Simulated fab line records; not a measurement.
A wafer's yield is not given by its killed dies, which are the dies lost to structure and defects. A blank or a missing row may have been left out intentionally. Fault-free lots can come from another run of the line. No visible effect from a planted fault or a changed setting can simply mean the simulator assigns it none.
What tool caused it? + flow sfqLine + 14 lots with 42 wafers sampled at 2 steps, on a route of 325 steps

WHAT EACH GAUGE READ, for each wafer
SFQ_M3_RS_MEAS_919: measurement is done with a four-point probe.
| lot  | measured     | on           | M3_NB_RS (ohm/sq) |
|------|--------------|--------------|-------------------|
| L364 | day 35 07:26 | filmMetro-04 | 0.872 0.859 0.867 |
| L365 | day 37 23:32 | filmMetro-04 | 0.867 0.892 0.880 |
| L368 | day 39 05:11 | filmMetro-04 | 0.890 0.889 0.884 |
| L369 | day 39 11:31 | filmMetro-03 | 0.877 0.891 0.886 |
| L375 | day 40 19:01 | filmMetro-03 | 0.901 0.890 0.890 |
| L376 | day 41 03:29 | filmMetro-01 | 0.898 0.872 0.890 |
| L378 | day 42 15:09 | filmMetro-01 | 0.893 0.890 0.884 |
| L379 | day 42 17:46 | filmMetro-04 | 0.903 0.902 0.896 |
| L381 | day 43 06:21 | filmMetro-04 | 0.892 0.893 0.887 |
| L383 | day 49 12:38 | filmMetro-03 | 0.882 0.877 0.892 |
| L384 | day 49 17:27 | filmMetro-03 | 0.875 0.871 0.877 |
| L385 | day 49 22:14 | filmMetro-03 | 0.892 0.880 0.881 |
| L386 | day 50 09:53 | filmMetro-03 | 0.872 0.866 0.870 |
| L387 | day 50 15:52 | filmMetro-01 | 0.885 0.890 0.891 |

SFQ_I3_BOW_MEAS_922.
| lot  | measured     | on           | I3_BOW (um) |
|------|--------------|--------------|-------------|
| L364 | day 37 22:24 | filmMetro-01 | 11 -5 2     |
| L365 | day 39 19:08 | filmMetro-01 | 8 8 5       |
| L368 | day 40 04:08 | filmMetro-01 | 4 8 2       |
| L369 | day 40 07:07 | filmMetro-04 | 4 3 -6      |
| L375 | day 46 22:04 | filmMetro-04 | 5 1 16      |
| L376 | day 47 12:20 | filmMetro-04 | 3 -3 -3     |
| L378 | day 47 18:21 | filmMetro-04 | 2 8 11      |
| L379 | day 47 21:22 | filmMetro-04 | 15 13 10    |
| L381 | day 48 01:05 | filmMetro-01 | -16 -18 -11 |
| L383 | day 54 19:33 | filmMetro-01 | 2 3 14      |
| L384 | day 54 21:49 | filmMetro-02 | 9 -1 0      |
| L385 | day 55 01:33 | filmMetro-02 | -2 1 -1     |
| L386 | day 55 15:47 | filmMetro-01 | 13 11 4     |
| L387 | day 56 02:49 | filmMetro-04 | -5 -12 -10  |

WHAT TOOL EACH LOT RAN ON (gives the tool, then ch and the chambers of the sampled wafers, and finally the start)
The record holds no process step before these readings.

WHAT THE TOOLS THEMSELVES READ (means of the sampled wafers that have a number; where no wafer has one, the mark that the record gives instead)
The record holds no such reading with a usual standard deviation.

THE ANSWER, worked out from the rows above alone
Rule: the lots themselves supply what counts as usual. The widest of any qualifying gaps counts: lots, ordered by their means at a reading, are off when they make up no more than a third of the lots, leave a main group of 4 or more, and stand apart from it by 3 or more times the standard deviation of that group's means. A main group whose means are all the same, to the digits that the tables above print for the reading, isn't used. Also off: a lot with no number at a reading for which 4 or more lots have one. All remaining lots with rows at the step are treated as sound. The gauges are gone through in route order, then the tools' own readings, and for those a lot's mean is taken as printed above. The first step at which some lot is off is used, and at that step the reading that is off furthest; a lot without a number counts as furthest.
Across all readings shown, no lot is off: no conclusion can be drawn from this.

WHAT HAD BEEN PUT IN BY THE SIMULATOR
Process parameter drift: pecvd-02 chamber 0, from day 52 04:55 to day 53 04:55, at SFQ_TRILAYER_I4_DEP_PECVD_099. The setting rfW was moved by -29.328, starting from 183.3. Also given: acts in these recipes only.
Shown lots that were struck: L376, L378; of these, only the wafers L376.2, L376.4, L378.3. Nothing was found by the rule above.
